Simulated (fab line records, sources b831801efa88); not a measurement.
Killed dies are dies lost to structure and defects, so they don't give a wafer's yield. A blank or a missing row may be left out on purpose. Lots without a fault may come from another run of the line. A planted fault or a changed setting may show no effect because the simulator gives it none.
One fault seen from 2 desks | flow sky130 | each desk has only its own numbers; what lay behind them comes last

THE TOOL OWNER'S DESK: implanter-01
The tool's own readings at SKY_LDD_HVP_IMPLANT_08: means of the sampled wafers that have a number, for each lot that ran on this tool. A lot is out of limits, marked OUT, if its mean lies more than 4 standard deviations from the usual mean; the brackets give that distance.
Columns: A = beam_energy_keV at SKY_LDD_HVP_IMPLANT_08, usual 19.999; B = beam_on_s at SKY_LDD_HVP_IMPLANT_08, usual 10.02 s; C = tilt_deg at SKY_LDD_HVP_IMPLANT_08, usual 17.898 degrees
lot  | first seen here | A                        | B     | C
L602 | day 22 20:37    | 20.000                   | 10.12 | 17.900
L605 | day 23 16:01    | 20.010                   | 9.92  | 17.904
L609 | day 24 17:17    | 20.003                   | 9.98  | 17.883
L611 | day 25 12:34    | 24.959 (+99 or more) OUT | 10.00 | 17.891
L614 | day 26 13:12    | 24.957 (+99 or more) OUT | 9.97  | 17.910
L615 | day 26 17:54    | 24.961 (+99 or more) OUT | 10.15 | 17.929
L622 | day 29 04:43    | 19.997                   | 10.12 | 17.911
This desk's finding: out of limits on L611, L614, L615; first on L611, day 25 12:34 (beam_energy_keV at SKY_LDD_HVP_IMPLANT_08). In limits: L602, L605, L609, L622.

THE METROLOGY DESK
What the gauges read, lot by lot, whatever tool the lot ran on: means of the sampled wafers that have a number. A lot is out of limits, marked OUT, if its mean lies more than 4 standard deviations from the usual mean; the brackets give that distance.
Columns: A = cd_nm at SKY_POLY_GATE_CD_MEAS_22, usual 149.5 nm; B = LDD_P_TW at SKY_LDD_P_TW_MEAS_11, usual 638; C = LDD_HVP_TW at SKY_LDD_HVP_TW_MEAS_10, usual 460
lot  | first seen here | A     | B   | C
L601 | day 17 05:32    | 149.1 | 631 | 459
L602 | day 17 16:37    | 148.0 | 628 | 456
L605 | day 18 11:26    | 149.5 | 642 | 458
L607 | day 19 00:17    | 148.0 | 641 | 463
L609 | day 19 13:56    | 144.9 | 641 | 462
L611 | day 20 09:17    | 150.0 | 638 | 482 (+5.4) OUT
L614 | day 21 10:17    | 148.1 | 643 | 481 (+5.3) OUT
L615 | day 21 17:28    | 147.7 | 627 | 483 (+5.8) OUT
L620 | day 23 17:11    | 147.1 | 640 | 461
L621 | day 24 03:28    | 149.3 | 639 | 460
L622 | day 24 08:55    | 151.8 | 638 | 463
L623 | day 24 17:15    | 150.5 | 644 | 450
This desk's finding: out of limits on L611, L614, L615; first on L611, day 25 12:47 (LDD_HVP_TW at SKY_LDD_HVP_TW_MEAS_10). In limits: L601, L602, L605, L607, L609, L620, L621, L622, L623.

PUT TOGETHER
The tool owner's desk could have raised an alarm at day 25 12:34, on L611, L614, L615.
The metrology desk could have raised an alarm at day 25 12:47, on L611, L614, L615.
Of the lots named, all ran SKY_LDD_HVP_IMPLANT_08 on implanter-01.

WHAT THE SIMULATOR HAD PUT IN
Process parameter drift: implanter-01, from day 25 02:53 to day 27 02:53, at SKY_LDD_HVP_IMPLANT_08. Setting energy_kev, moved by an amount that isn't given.
Lots struck among those shown: L611, L614, L615.
Hours from the fault's start to each desk's first reading out of limits: the tool owner's desk, 10; the metrology desk, 10.
